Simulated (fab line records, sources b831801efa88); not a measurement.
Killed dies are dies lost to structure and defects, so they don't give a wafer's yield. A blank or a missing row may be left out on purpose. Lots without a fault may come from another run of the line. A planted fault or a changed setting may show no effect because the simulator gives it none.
fab line records | flow sky130
record lots=5 wafers=15 last_day=50
route steps=708 shown SONOS_TUNNEL@155 SONOS_ONO@168 PAD_OPEN@708
lots that met no fault: from a run of the same line without faults
start_h: hours from the record's first day to the start of the lot's first wafer shown | wait_h: hours since the lot's step before | " the same as in the row above | L1.1+2: a row that stands for several wafers | - no value, or no start given | * or withheld: withheld | < > ~ a bound
route shown NAME@n: a module of which the file shows steps, and the number in the route of the first | usual: mean/standard deviation of fault-free wafers | same: alike in all rows | chamber/n: place in a boat | sites: the reading at each site | _std_site: their standard deviation | _edge_site: outer sites' mean less inner sites' | radius_mm: how far each site lies from the wafer's centre | mask NAME#n: copy n | behind: the tool/chamber that last shaped the wafer | hold: why the lot was held/for how many hours/how that ended | device: the transistor (n, p or np) that didn't switch | end of line: the same wafers' tests at the end of the route | a step without rows: its recipe alone | killed: dies lost to structure and defects at the first sort, not the wafer's yield | map: a wafer's dies, x killed, . not, _ none there
set.NAME: the setting as run; set.NAME@STEP: as run at that earlier step | model.NAME: the simulator's own value behind a step, which no gauge read
lots at some steps of the route; a table a step, a row a wafer
services: from which hour (start_h, from the record's first day; less than 0 if before it) a tool's chamber was out of use, for how many hours, and why
## steps
# step SKY_SONOS_TUNNEL_HMDS_01
# recipe prime_time_s=60 prime_temp_c=120
# step SKY_SONOS_TUNNEL_COAT_02
# recipe resist=NOVOLAK spin_rpm=3000 resist_thk_nm=1140
# step SKY_SONOS_TUNNEL_SOFTBAKE_03
# recipe temp_c=90.68 time_s=60 resist=NOVOLAK
# step SKY_SONOS_TUNNEL_EXPOSE_04
# recipe mask_id=TUNM na=0.6 source_shape=conventional sigma_outer=0.6 polarization=unpolarized target_cd_nm=410 dose_mj=136
# step SKY_SONOS_TUNNEL_PEB_05
# recipe temp_c=withheld time_s=* resist=NOVOLAK
# step SKY_SONOS_TUNNEL_DEVELOP_06
# recipe resist=NOVOLAK developer=TMAH develop_time_s=60 dev_temp_c=23
# step SKY_SONOS_TUNNEL_CD_MEAS_07
# recipe target_cd_nm=410
# usual cd_nm=410.7/1.9
# columns lot.wafer tool chamber start_h wait_h cd_nm
L515.1 cd_sem-01 - 272.46 0.1 406.8
L515.3 " - " " 406.9
L515.6 " - " " 409.4
L516.2 cd_sem-01 - 278.64 0.1 411.3
L516.4 " - " " 411.0
L516.6 " - " " 410.5
L531.4 cd_sem-01 - 404.73 0.1 413.6
L531.5 " - " " 414.7
L531.6 " - " " 412.3
L533.3 cd_sem-01 - 429.06 0.1 410.1
L533.4 " - " " 412.8
L533.5 " - " " 409.1
L534.2 cd_sem-02 - 446.88 0.1 407.0
L534.4 " - " " 409.8
L534.6 " - " " 409.6
# step SKY_SONOS_TUNNEL_OVL_MEAS_08
# usual SONOS_TUNNEL_OVL=0.1/1.2
# columns lot.wafer tool chamber start_h wait_h SONOS_TUNNEL_OVL[nm]
L515.1 overlay-02 - 272.58 0.1 1.3
L515.3 " - " " -0.2
L515.6 " - " " -1.6
L516.2 overlay-02 - 278.75 0.1 2.8
L516.4 " - " " 2.9
L516.6 " - " " 1.6
L531.4 overlay-02 - 404.81 0.1 -0.6
L531.5 " - " " -0.7
L531.6 " - " " -1.0
L533.3 overlay-01 - 429.15 0.1 -0.4
L533.4 " - " " -2.8
L533.5 " - " " -1.7
L534.2 overlay-02 - 446.99 0.1 0.2
L534.4 " - " " 0.0
L534.6 " - " " 2.0
# step SKY_SONOS_TUNNEL_IMPLANT_09
# recipe species=B energy_kev=20 dose_cm2=1e+12 tilt_deg=withheld
# step SKY_SONOS_TUNNEL_WET_ETCH_10
# recipe chemistry=dHF target_depth_nm=14 target=SiO2 dilution=100:1 temp_c=25 time_s=280
# step SKY_SONOS_TUNNEL_STRIP_11
# recipe chemistry=SPM time_s=600 temp_c=130
# step SKY_SONOS_TUNNEL_TW_MEAS_12
# usual SONOS_TUNNEL_TW=198.7/1.6
# columns lot.wafer tool chamber start_h wait_h SONOS_TUNNEL_TW
L515.1 film_metro-01 - 273.03 0.0 200.4
L515.3 " - " " 200.0
L515.6 " - " " 200.9
L516.2 film_metro-01 - 279.20 0.0 201.1
L516.4 " - " " 199.6
L516.6 " - " " 200.2
L531.4 film_metro-02 - 405.28 0.0 196.1
L531.5 " - " " 195.6
L531.6 " - " " 196.4
L533.3 film_metro-02 - 429.61 0.0 196.7
L533.4 " - " " 197.4
L533.5 " - " " 198.6
L534.2 film_metro-02 - 447.44 0.0 196.2
L534.4 " - " " 196.5
L534.6 " - " " 197.0
# step SKY_SONOS_TUNNEL_CLEAN_13
# recipe chemistry=dHF time_s=20 dilution=100:1 dry=ipa_marangoni
# usual run_length_s=48.4/2.2
# columns lot.wafer tool chamber start_h wait_h run_length_s model.SiO2_of_NWELL_OXIDATION_01.thk_nm
L515.1 wet_bench-04 3 273.09 0.1 47.0 8.69
L515.3 " 3 " " 47.0 8.773
L515.6 " 3 " " 47.0 8.81
L516.2 wet_bench-02 2 279.25 0.0 46.4 8.798
L516.4 " 2 " " 46.4 8.837
L516.6 " 2 " " 46.4 8.958
L531.4 wet_bench-03 3 405.31 0.0 48.0 8.833
L531.5 " 3 " " 48.0 8.854
L531.6 " 3 " " 48.0 8.698
L533.3 wet_bench-02 1 429.65 0.0 33.8 9.348
L533.4 " 1 " " 33.8 9.482
L533.5 " 1 " " 33.8 9.379
L534.2 wet_bench-03 1 447.49 0.0 48.2 8.828
L534.4 " 1 " " 48.2 8.934
L534.6 " 1 " " 48.2 8.863
# step SKY_SONOS_ONO_OXIDATION_00
# recipe temp_c=800 ambient=O2 idle_temp_c=700 ramp_up_c_per_min=10 ramp_down_c_per_min=3 stabilise_s=600 purge_s=300 target_thk_a=26 ox_time_s=1249
# step SKY_SONOS_ONO_THK_MEAS_01
# recipe reads=SiO2_of_SONOS_ONO_OXIDATION_00
# usual SONOS_ONO_OXIDATION_THK=2.61/0.055
# columns lot.wafer tool chamber start_h wait_h SONOS_ONO_OXIDATION_THK[nm]
L515.1 film_metro-02 - 275.20 0.0 2.66
L515.3 " - " " 2.66
L515.6 " - " " 2.63
L516.2 film_metro-03 - 280.88 0.0 2.61
L516.4 " - " " 2.63
L516.6 " - " " 2.60
L531.4 film_metro-03 - 407.68 0.0 2.64
L531.5 " - " " 2.67
L531.6 " - " " 2.64
L533.3 film_metro-02 - 431.26 0.0 2.62
L533.4 " - " " 2.68
L533.5 " - " " 2.63
L534.2 film_metro-03 - 449.32 0.0 2.61
L534.4 " - " " 2.61
L534.6 " - " " 2.59
# step SKY_SONOS_ONO_CVD_02
# recipe material=Si3N4 precursor=DCS/NH3 target_thk_nm=10.5 temp_c=770 time_s=184.9 pressure_mtorr=250
# step SKY_SONOS_ONO_THK_MEAS_03
# recipe reads=Si3N4_of_SONOS_ONO_CVD_02
# usual SONOS_ONO_CVD_02_THK=10.83/0.16
# columns lot.wafer tool chamber start_h wait_h SONOS_ONO_CVD_02_THK[nm]
L515.1 film_metro-02 - 276.31 0.0 10.49
L515.3 " - " " 10.61
L515.6 " - " " 10.43
L516.2 film_metro-01 - 281.99 0.0 10.73
L516.4 " - " " 10.83
L516.6 " - " " 10.72
L531.4 film_metro-03 - 414.50 0.0 10.91
L531.5 " - " " 10.92
L531.6 " - " " 10.91
L533.3 film_metro-03 - 434.58 0.0 10.93
L533.4 " - " " 10.92
L533.5 " - " " 11.05
L534.2 film_metro-01 - 451.91 0.0 10.86
L534.4 " - " " 10.76
L534.6 " - " " 10.83
# step SKY_SONOS_ONO_CVD_04
# recipe material=SiO2 precursor=SiH4/N2O target_thk_nm=5.7199 temp_c=900 pressure_mtorr=400
# step SKY_SONOS_ONO_THK_MEAS_05
# recipe reads=SiO2_of_SONOS_ONO_CVD_04
# usual SONOS_ONO_CVD_04_THK=5.63/0.1
# columns lot.wafer tool chamber start_h wait_h SONOS_ONO_CVD_04_THK[nm]
L515.1 film_metro-02 - 277.62 0.0 5.52
L515.3 " - " " 5.60
L515.6 " - " " 5.61
L516.2 film_metro-01 - 283.30 0.0 5.70
L516.4 " - " " 5.61
L516.6 " - " " 5.53
L531.4 film_metro-02 - 415.81 0.0 5.65
L531.5 " - " " 5.66
L531.6 " - " " 5.65
L533.3 film_metro-02 - 435.89 0.0 5.73
L533.4 " - " " 5.60
L533.5 " - " " 5.61
L534.2 film_metro-03 - 453.22 0.0 5.84
L534.4 " - " " 5.68
L534.6 " - " " 5.72
# step SKY_SONOS_ONO_DEHYDRATE_06
# recipe temp_c=200 time_s=60
# step SKY_SONOS_ONO_HMDS_07
# recipe prime_time_s=60 prime_temp_c=120
# step SKY_SONOS_ONO_COAT_08
# recipe resist=NOVOLAK spin_rpm=3000 resist_thk_nm=1140
# step SKY_SONOS_ONO_SOFTBAKE_09
# recipe temp_c=90 time_s=60 resist=NOVOLAK
# step SKY_SONOS_ONO_EXPOSE_10
# recipe mask_id=ONOM target_cd_nm=410 na=0.6 source_shape=conventional sigma_outer=0.6 dose_mj=150
# step SKY_SONOS_ONO_PEB_11
# recipe temp_c=withheld time_s=* resist=NOVOLAK
# step SKY_SONOS_ONO_DEVELOP_12
# recipe develop_time_s=60 dev_temp_c=23
# step SKY_SONOS_ONO_CD_MEAS_13
# recipe target_cd_nm=410
# usual cd_nm=409.3/2.3
# columns lot.wafer tool chamber start_h wait_h cd_nm
L515.1 cd_sem-01 - 302.57 0.1 407.4
L515.3 " - " " 408.5
L515.6 " - " " 409.0
L516.2 cd_sem-01 - 308.55 0.1 407.9
L516.4 " - " " 408.4
L516.6 " - " " 409.5
L531.4 cd_sem-01 - 445.93 0.1 409.7
L531.5 " - " " 409.5
L531.6 " - " " 408.8
L533.3 cd_sem-01 - 465.42 0.1 410.6
L533.4 " - " " 411.6
L533.5 " - " " 410.6
L534.2 cd_sem-02 - 483.20 0.1 410.9
L534.4 " - " " 410.8
L534.6 " - " " 410.0
# step SKY_SONOS_ONO_OVL_MEAS_14
# usual SONOS_ONO_OVL=1.4/1.4
# columns lot.wafer tool chamber start_h wait_h SONOS_ONO_OVL[nm]
L515.1 overlay-02 - 302.69 0.1 -0.7
L515.3 " - " " 1.7
L515.6 " - " " 2.1
L516.2 overlay-02 - 308.66 0.1 3.5
L516.4 " - " " 2.8
L516.6 " - " " 1.7
L531.4 overlay-01 - 446.01 0.1 2.0
L531.5 " - " " 1.4
L531.6 " - " " 1.2
L533.3 overlay-02 - 465.51 0.1 0.3
L533.4 " - " " -0.2
L533.5 " - " " 0.9
L534.2 overlay-02 - 483.31 0.1 0.8
L534.4 " - " " 0.0
L534.6 " - " " 1.0
# step SKY_SONOS_ONO_ETCH_15
# recipe target_depth_nm=19.52 chemistry=CHF3/O2 source_w=600 bias_w=200 pressure_mtorr=40 chf3_flow_sccm=50 O2_flow_sccm=5 time_s=7.8
# usual bias_w=200.0/0.61 drypump_motor_current_A=5.8/0.46 oes_product_au=1.006/0.0096 throttle_valve_pct=8.826/0.0099
# columns lot.wafer tool chamber start_h wait_h bias_w drypump_motor_current_A oes_product_au rf_hours_counter_h throttle_valve_pct model.SiO2_of_NWELL_OXIDATION_01.thk_nm
L515.1 rie_diel-04 2 302.73 0.0 200.6 5.3 1.016 45 8.828 5.34
L515.3 " 3 " " 201.0 6.1 0.996 3 8.819 5.484
L515.6 " 2 " " 200.1 5.4 1.012 - 8.835 5.472
L516.2 rie_diel-02 2 308.69 0.0 199.4 5.2 0.997 72 8.817 5.492
L516.4 " 3 " " 199.0 6.4 1.019 - 8.833 5.432
L516.6 " 0 " " 200.4 5.2 1.005 - 8.805 5.628
L531.4 rie_diel-04 0 446.03 0.0 200.0 5.5 1.029 4 8.820 5.414
L531.5 " 2 " " 199.6 5.3 1.002 - 8.816 5.533
L531.6 " 3 " " 201.5 6.1 0.997 - 8.821 5.399
L533.3 rie_diel-02 2 465.54 0.0 199.2 5.2 0.994 75 8.822 6.021
L533.4 " 1 " " 199.0 5.9 0.998 2 8.836 6.165
L533.5 " 1 " " 200.2 5.9 0.995 - 8.822 6.09
L534.2 rie_diel-01 2 483.34 0.0 198.6 6.5 1.011 17 8.831 5.522
L534.4 " 3 " " 200.4 5.4 1.006 5 8.834 5.619
L534.6 " 0 " " 200.2 6.4 1.001 - 8.840 5.602
# step SKY_SONOS_ONO_WET_ETCH_16
# recipe chemistry=dHF target_depth_nm=14 dry=n2_spin target=SiO2 dilution=100:1 temp_c=25 time_s=280
# step SKY_PAD_OPEN_PROBE_99
# usual killed_at_M0_to_M3=42/6.9 killed_at_M4_up=3.2/1.7 killed_at_contacts=25/5.1 killed_at_front_end=15/4.5 killed_at_other=0.4/0.63 killed_dies=86/9.3 killed_open=46/7 killed_short=39/6.9
# same gross_dies=492 killed_at_back_side=0
# columns lot.wafer tool chamber start_h wait_h killed_at_M0_to_M3 killed_at_M4_up killed_at_contacts killed_at_front_end killed_at_other killed_dies killed_open killed_short model.etest.cap_ono.gate_bv_v model.etest.sonos_baked.vt_less_v
L515.1 prober-02 - 1096.49 0.1 51 5 26 18 0 100 58 42 16.02 -0.5642
L515.3 prober-02 - 1096.59 0.2 46 4 31 19 0 100 54 46 16.81 -0.481
L515.6 prober-02 - 1096.74 0.2 49 3 23 21 1 97 52 45 16.27 -0.5008
L516.2 prober-01 - 1103.03 0.1 36 1 25 23 1 86 50 35 16.39 -0.4785
L516.4 prober-01 - 1103.13 0.2 40 2 33 20 1 96 61 33 15.95 -0.4788
L516.6 prober-01 - 1103.23 0.2 47 2 26 22 1 98 54 42 16.33 -0.4814
L531.4 prober-01 - 1187.30 0.2 43 0 15 15 0 73 44 29 16.99 -0.4761
L531.5 prober-01 - 1187.35 0.2 46 3 29 10 0 88 48 40 16.43 -0.493
L531.6 prober-01 - 1187.40 0.2 45 3 35 16 0 99 58 41 16.95 -0.4707
L533.3 prober-01 - 1198.19 0.2 42 3 22 10 1 78 39 39 14.92 -0.5402
L533.4 prober-01 - 1198.24 0.2 34 4 42 17 0 97 52 44 15.21 -0.5452
L533.5 prober-01 - 1198.29 0.2 42 4 30 21 0 97 54 43 15.45 -0.5298
L534.2 prober-01 - 1208.08 0.1 47 2 30 13 0 92 53 39 17 -0.4299
L534.4 prober-01 - 1208.18 0.2 46 4 28 7 0 85 40 45 16.38 -0.5055
L534.6 prober-01 - 1208.28 0.2 45 2 27 22 0 96 48 48 16.27 -0.4697
# killed by level:class
L515.1 VIA1:geometric_particle:open=16 LI_CONTACT:geometric_particle:open=10 VIA3:geometric_particle:open=9 CONTACT:geometric_particle:short=7 VIA2:geometric_particle:open=5 CONTACT:geometric_particle:open=5 METAL2:geometric_particle:short=5 METAL1:geometric_particle:short=5
L515.3 CONTACT:geometric_particle:open=13 VIA1:geometric_particle:open=12 CONTACT:geometric_particle:short=8 POLY_GATE:geometric_particle:open=5 METAL1:geometric_particle:short=5 METAL2:geometric_particle:short=5 VIA2:geometric_particle:open=5 VIA3:geometric_particle:open=5
L515.6 VIA1:geometric_particle:open=11 LI_CONTACT:geometric_particle:open=10 FIELD_ISO:geometric_particle:open=6 CONTACT:geometric_particle:open=6 METAL2:geometric_particle:short=6 POLY_GATE:geometric_particle:short=5 METAL1:geometric_particle:short=5 VIA1:geometric_particle:short=4
L516.2 LI_CONTACT:geometric_particle:open=9 VIA3:geometric_particle:open=8 VIA2:geometric_particle:open=7 CONTACT:geometric_particle:open=7 POLY_GATE:geometric_particle:short=6 CONTACT:geometric_particle:short=5 POLY_GATE:geometric_particle:open=4 VIA1:geometric_particle:open=4
L516.4 CONTACT:geometric_particle:open=15 VIA3:geometric_particle:open=12 LI_CONTACT:geometric_particle:open=11 VIA1:geometric_particle:open=7 FIELD_ISO:geometric_particle:open=4 VIA1:geometric_particle:short=4 METAL2:geometric_particle:short=4 VIA2:geometric_particle:short=4
L516.6 VIA1:geometric_particle:open=10 CONTACT:geometric_particle:short=9 VIA3:geometric_particle:open=9 LI_CONTACT:geometric_particle:open=8 CONTACT:geometric_particle:open=7 POLY_GATE:geometric_particle:short=6 METAL3:geometric_particle:short=6 FIELD_ISO:geometric_particle:open=4
L531.4 VIA2:geometric_particle:open=9 POLY_GATE:geometric_particle:open=8 VIA1:geometric_particle:open=7 VIA1:geometric_particle:short=6 CONTACT:geometric_particle:open=6 VIA3:geometric_particle:open=5 LI_CONTACT:geometric_particle:open=4 METAL2:geometric_particle:short=4
L531.5 VIA1:geometric_particle:open=12 METAL2:geometric_particle:short=8 LI_CONTACT:geometric_particle:open=7 CONTACT:geometric_particle:open=7 CONTACT:geometric_particle:short=7 VIA2:geometric_particle:open=6 VIA3:geometric_particle:open=6 METAL1:geometric_particle:short=5
L531.6 CONTACT:geometric_particle:open=15 VIA1:geometric_particle:open=15 LI_CONTACT:geometric_particle:open=7 FIELD_ISO:geometric_particle:short=6 CONTACT:geometric_particle:short=6 VIA3:geometric_particle:open=6 VIA2:geometric_particle:open=5 FIELD_ISO:geometric_particle:open=4
L533.3 LI_CONTACT:geometric_particle:open=8 VIA1:geometric_particle:open=8 METAL1:geometric_particle:short=7 CONTACT:geometric_particle:short=6 VIA3:geometric_particle:open=6 VIA2:geometric_particle:open=6 VIA3:geometric_particle:short=6 CONTACT:geometric_particle:open=5
L533.4 CONTACT:geometric_particle:open=16 LI_CONTACT:geometric_particle:open=11 FIELD_ISO:geometric_particle:short=8 VIA3:geometric_particle:open=8 VIA1:geometric_particle:open=6 VIA2:geometric_particle:open=6 LOCAL_INTERCONNECT:geometric_particle:short=5 METAL1:geometric_particle:short=5
L533.5 CONTACT:geometric_particle:open=11 LI_CONTACT:geometric_particle:open=9 VIA1:geometric_particle:open=9 FIELD_ISO:geometric_particle:short=6 METAL2:geometric_particle:short=6 VIA2:geometric_particle:open=6 VIA3:geometric_particle:open=6 VIA1:geometric_particle:short=5
L534.2 VIA1:geometric_particle:open=15 CONTACT:geometric_particle:short=9 CONTACT:geometric_particle:open=8 METAL1:geometric_particle:short=8 LI_CONTACT:geometric_particle:open=7 VIA3:geometric_particle:open=6 VIA2:geometric_particle:open=4 POLY_GATE:geometric_particle:open=3
L534.4 VIA1:geometric_particle:open=12 LI_CONTACT:geometric_particle:open=7 CONTACT:geometric_particle:short=6 METAL1:geometric_particle:short=6 CONTACT:geometric_particle:open=6 LOCAL_INTERCONNECT:geometric_particle:short=6 VIA1:geometric_particle:short=6 METAL2:geometric_particle:short=6
L534.6 VIA1:geometric_particle:open=11 LOCAL_INTERCONNECT:geometric_particle:short=8 LI_CONTACT:geometric_particle:open=7 CONTACT:geometric_particle:short=7 METAL1:geometric_particle:short=7 POLY_GATE:geometric_particle:short=6 VIA3:geometric_particle:open=6 CONTACT:geometric_particle:open=5
## services
# columns tool chamber start_h hours kind
rie_diel-04 0 255.02 - clean
rie_diel-04 0 255.02 14.5 scheduled_down
rie_diel-04 0 255.02 14.5 vent_cycle
wet_bench-04 - 256.36 1.3 repair
rie_diel-01 2 257.11 2.7 repair
rie_diel-04 3 292.26 9.9 repair
rie_diel-02 1 300.57 - clean
rie_diel-02 1 300.57 25.2 scheduled_down
rie_diel-01 0 307.99 43.6 repair
wet_bench-02 - 328.96 2.0 repair
rie_diel-02 - 334.21 21.7 repair
rie_diel-02 - 346.74 1.2 repair
rie_diel-01 - 371.41 0.8 repair
rie_diel-04 1 390.74 4.7 repair
rie_diel-02 - 396.50 15.6 pm
rie_diel-01 1 399.77 2.3 repair
wet_bench-03 - 406.73 3.8 repair
rie_diel-01 0 412.26 30.4 repair
rie_diel-01 2 413.36 4.4 repair
rie_diel-02 1 428.35 3.4 repair
rie_diel-02 1 434.06 8.6 repair
rie_diel-01 0 452.80 4.7 repair
wet_bench-03 - 457.53 4.4 pm
rie_diel-01 - 459.94 14.6 pm
## key
first_sign step=SKY_SONOS_TUNNEL_CLEAN_13 reading=run_length_s direction=down sigmas=6.7 usual=* struck=*
effect none on later readings
model_effect step=SKY_SONOS_TUNNEL_CLEAN_13 value=SiO2_of_NWELL_OXIDATION_01.thk_nm without=8.833 struck=9.403
model_effect step=SKY_SONOS_ONO_ETCH_15 value=SiO2_of_NWELL_OXIDATION_01.thk_nm without=5.522 struck=6.092
model_effect step=SKY_PAD_OPEN_PROBE_99 value=etest.cap_ono.gate_bv_v without=16.68 struck=15.19
met_at SKY_SONOS_TUNNEL_CLEAN_13
struck_wafers L533.3,L533.4,L533.5
tester_left_out L533
fault kind=process_parameter_drift tool=wet_bench-02 chamber=1 onset_h=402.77 steps=SKY_SONOS_TUNNEL_CLEAN_13 channel=time_s offset=* shape=step end_h=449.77 acts_in=* stated=*
# tester_left_out: of these lots the tester's yield and bins aren't shown, on N5 and GAA mostly nor the transistor test; their killed dies are dies lost to structure and defects alone, not to doping, threshold or leakage, so they don't give the yield
